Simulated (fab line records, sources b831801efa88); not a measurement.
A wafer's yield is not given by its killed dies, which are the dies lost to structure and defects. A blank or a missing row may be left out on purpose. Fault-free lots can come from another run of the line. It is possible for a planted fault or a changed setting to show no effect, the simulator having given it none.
A lot that was struck, set against a sound lot -- flow sky130 -- 17 out of 708 route steps
Sound: the wafers L508.2, L508.3, L508.5. Struck: wafer L522.3; the same lot's L522.6 was not struck, so it is left out; see the end for the cause.
Per side, at each step with rows, come the tool, then ch with its chambers, and then its first start. Under that, the readings that differ: sound wafers -- struck wafers -- difference of the means -- sigmas: that difference in standard deviations of wafers without a fault.
alike: readings whose means differ by less than 2 such deviations, and words and numbers that are the same on both sides. not compared: withheld readings, readings that some wafer has no value for, bounds like >300 that may hide the same value, and numbers for which the record gives no deviation and whose values overlap.
Wherever a step has rows on one side only, a row that says differs or no value, or a row with sigmas, the two part there. Numbers that have no deviation but don't overlap get no sigmas and don't part them. A reading that every wafer of one side lacks parts them only if that side has two wafers or more.

first, 2 steps without rows for these wafers: SKY_LOCAL_INTERCONNECT_PEB_09; SKY_LOCAL_INTERCONNECT_DEVELOP_10 (develop time 60 s).
SKY_LOCAL_INTERCONNECT_CD_MEAS_11 targets a cd of 170 nm.
  sound: cd_sem-01 at day 31 23:25; struck: cd_sem-02 at day 35 23:26
  alike: cd_nm
SKY_LOCAL_INTERCONNECT_OVL_MEAS_12:
  sound: overlay-01 at day 31 23:31; struck: overlay-01 at day 35 23:31
reading,sound,struck,difference,sigmas
LOCAL_INTERCONNECT_OVL (nm),-4 -11 -5,6,+13,+2
SKY_LOCAL_INTERCONNECT_ETCH_13: etches BARC in N2/H2, stops on SiO2, time 45.9 s, target depth 60 nm.
  sound on rie_metal-03 ch 0,1, day 31 23:32; struck on rie_metal-01 ch 1, day 35 23:35
  alike: drypump_motor_current_A, h2_flow_sccm, he_backside_leak_sccm, oes_product_au, throttle_valve_pct
  not compared: rf_hours_counter_h
SKY_LOCAL_INTERCONNECT_METAL_ETCH_14: etches TiN in Cl2/BCl3, stops on PSG, target depth 110 nm, time 31.4 s.
  sound on rie_metal-03 ch 0,1, day 31 23:37; struck on rie_metal-01 ch 1, day 35 23:42
  alike: drypump_motor_current_A, he_backside_leak_sccm, mfc_cl2_sccm, oes_product_au, throttle_valve_pct
  not compared: rf_hours_counter_h
SKY_LOCAL_INTERCONNECT_STRIP_15: strips in O2/N2.
  sound on plasma_asher-04 ch 0,1, day 31 23:40; struck on plasma_asher-03 ch 1, day 35 23:49
  alike: drypump_motor_current_A, o2_flow_sccm, oes_product_au, strip_time_to_endpoint_s
  not compared: rf_hours_counter_h
then, 3 steps without rows for these wafers: SKY_LOCAL_INTERCONNECT_STRIP_16 (strips in post etch residue remover, time 1200 s); SKY_LOCAL_INTERCONNECT_CLEAN_17 (cleans in IPA, time 180 s); SKY_LOCAL_INTERCONNECT_CLEAN_18 (cleans in O3/DIW).
SKY_CONTACT_CVD_00: deposits Si3N4, target thk 75 nm.
  sound on pecvd-03 ch 0,1,2, day 32 00:17; struck on pecvd-02 ch 0, day 36 00:24
  alike: heater_power_w
SKY_CONTACT_THK_MEAS_01:
  sound: film_metro-01 at day 32 00:20; struck: film_metro-01 at day 36 00:28
reading,sound,struck,difference,sigmas
CONTACT_CVD_00_THK (nm),74.1 74.7 75.9,72.9,-2.0,-2
SKY_CONTACT_HDPCVD_02: deposits SiO2, target thk 565 nm, time 94.2 s.
  sound on hdpcvd-01 ch 0,1, day 32 00:23; struck on hdpcvd-01 ch 1, day 36 00:30
reading,sound,struck,difference,sigmas
run_length_s (s),122.8 121.5 122.5,106.3,-16.0,-25
model.SiO2_of_CONTACT_HDPCVD_02.thk_nm (nm),576.6 568.7 572.2,473.8,-98.7,
SKY_CONTACT_THK_MEAS_03:
  sound: film_metro-04 at day 32 00:28; struck: film_metro-04 at day 36 00:35
reading,sound,struck,difference,sigmas
CONTACT_HDPCVD_THK (nm),576 569 572,474,-98,-20
SKY_CONTACT_CMP_04: polishes SiO2.
  sound on cmp-01 ch 0,2, day 32 00:34; struck on cmp-01 ch 2, day 36 00:47
reading,sound,struck,difference,sigmas
time_to_endpoint_s (s),90 84 87,47,-40,-11
  alike: motor_current_A
SKY_CONTACT_BOW_MEAS_05:
  sound: film_metro-01 at day 32 00:50; struck: film_metro-02 at day 36 00:58
  alike: CONTACT_BOW
SKY_PAD_OPEN_PROBE_99:
  the record has rows for the sound wafers here (prober-02, day 46 23:51) and none for the struck ones

## WHERE THEY PART
At SKY_LOCAL_INTERCONNECT_OVL_MEAS_12 first; at SKY_PAD_OPEN_PROBE_99 last (within this record only).

WHY: what had been put in by the simulator
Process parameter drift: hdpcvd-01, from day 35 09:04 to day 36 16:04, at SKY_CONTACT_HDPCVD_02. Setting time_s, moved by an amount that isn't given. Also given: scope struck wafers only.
